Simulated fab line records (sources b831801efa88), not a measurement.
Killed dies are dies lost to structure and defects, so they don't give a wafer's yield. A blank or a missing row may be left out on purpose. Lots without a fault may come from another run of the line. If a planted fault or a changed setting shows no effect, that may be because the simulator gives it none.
2 desks, one fault || flow sky130 || each desk has only its own numbers; what lay behind them comes last

== METROLOGY DESK ==
Means of the sampled wafers that have a number, per lot and without regard to the tool the lot ran on: this is what the gauges read. Any lot whose mean is over 4 standard deviations away from the usual mean is out of limits and marked OUT; that distance is given in the brackets.
Columns: A = cd nm at SKY_SD_P_CD_MEAS_07, usual 380.7 nm; B = cd nm at SKY_SD_N_CD_MEAS_07, usual 380.2 nm
{"lot": "L948", "first seen here": "day 25 10:50", "A": 384.7, "B": 380.2}
{"lot": "L949", "first seen here": "day 26 01:25", "A": 381.7, "B": 382.9}
{"lot": "L950", "first seen here": "day 26 08:59", "A": 377.8, "B": 382.2}
{"lot": "L951", "first seen here": "day 26 20:05", "A": 379.3, "B": 380.7}
{"lot": "L961", "first seen here": "day 30 04:17", "A": 384.9, "B": 383.4}
{"lot": "L963", "first seen here": "day 31 03:11", "A": 378.7, "B": 378.1}
{"lot": "L964", "first seen here": "day 31 07:41", "A": 380.1, "B": 382.8}
{"lot": "L966", "first seen here": "day 31 15:21", "A": 379.7, "B": 383.5}
{"lot": "L967", "first seen here": "day 32 05:18", "A": 381.2, "B": 378.3}
{"lot": "L969", "first seen here": "day 32 13:47", "A": 384.4, "B": 376.9}
{"lot": "L968", "first seen here": "day 32 17:59", "A": 379.8, "B": 375.9}
{"lot": "L970", "first seen here": "day 33 05:41", "A": 382.5, "B": 380.0}
This desk found nothing out of limits on any of the 12 lots.

== THE TOOL OWNER'S DESK: rie diel-04 ==
The tool's own readings at SKY_LI_CONTACT_ETCH_14 (etches BARC in N2/H2, stops on SiO2, time 45.9 s, target depth 60 nm): means of the sampled wafers that have a number, for each lot that ran on this tool. Any lot whose mean is over 4 standard deviations away from the usual mean is out of limits and marked OUT; that distance is given in the brackets.
Columns: A = drypump motor current A at SKY_LI_CONTACT_ETCH_14, usual 5.8 A; B = oes product au at SKY_LI_CONTACT_ETCH_14, usual 0.854 a.u.; C = run length s at SKY_LI_CONTACT_ETCH_14, usual 74.5 s; D = throttle valve pct at SKY_LI_CONTACT_ETCH_14, usual 13.224 %
{"lot": "L948", "first seen here": "day 29 04:10", "A": 6.2, "B": 0.856, "C": 74.5, "D": 13.216}
{"lot": "L949", "first seen here": "day 29 16:58", "A": 5.7, "B": 0.854, "C": 74.5, "D": 13.225}
{"lot": "L950", "first seen here": "day 30 00:34", "A": 6.0, "B": "1.001 (+29) OUT", "C": "53.4 (-47) OUT", "D": 13.232}
{"lot": "L951", "first seen here": "day 30 10:57", "A": 5.2, "B": "1.015 (+32) OUT", "C": "53.6 (-46) OUT", "D": 13.239}
{"lot": "L966", "first seen here": "day 35 02:33", "A": 5.3, "B": 0.855, "C": 75.0, "D": 13.221}
Finding of this desk: L950, L951 out of limits; the first was L950 at day 30 00:34, on oes product au at SKY_LI_CONTACT_ETCH_14. L948, L949, L966 stayed within limits.

== BROUGHT TOGETHER ==
At day 30 00:34, on L950, L951, the tool owner's desk was in a position to raise an alarm.
Metrology desk: nothing out of limits seen.
The metrology desk holds a record of L950, L951, inside its limits.
On rie diel-04, each named lot ran SKY_LI_CONTACT_ETCH_14.

== WHAT THE SIMULATOR HAD INSERTED ==
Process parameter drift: rie diel-04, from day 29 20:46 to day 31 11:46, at SKY_LI_CONTACT_ETCH_14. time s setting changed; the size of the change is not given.
Lots struck among those shown: L950, L951.
How many hours passed from the start of the fault until each desk's first out-of-limits reading: the tool owner's desk, 4.
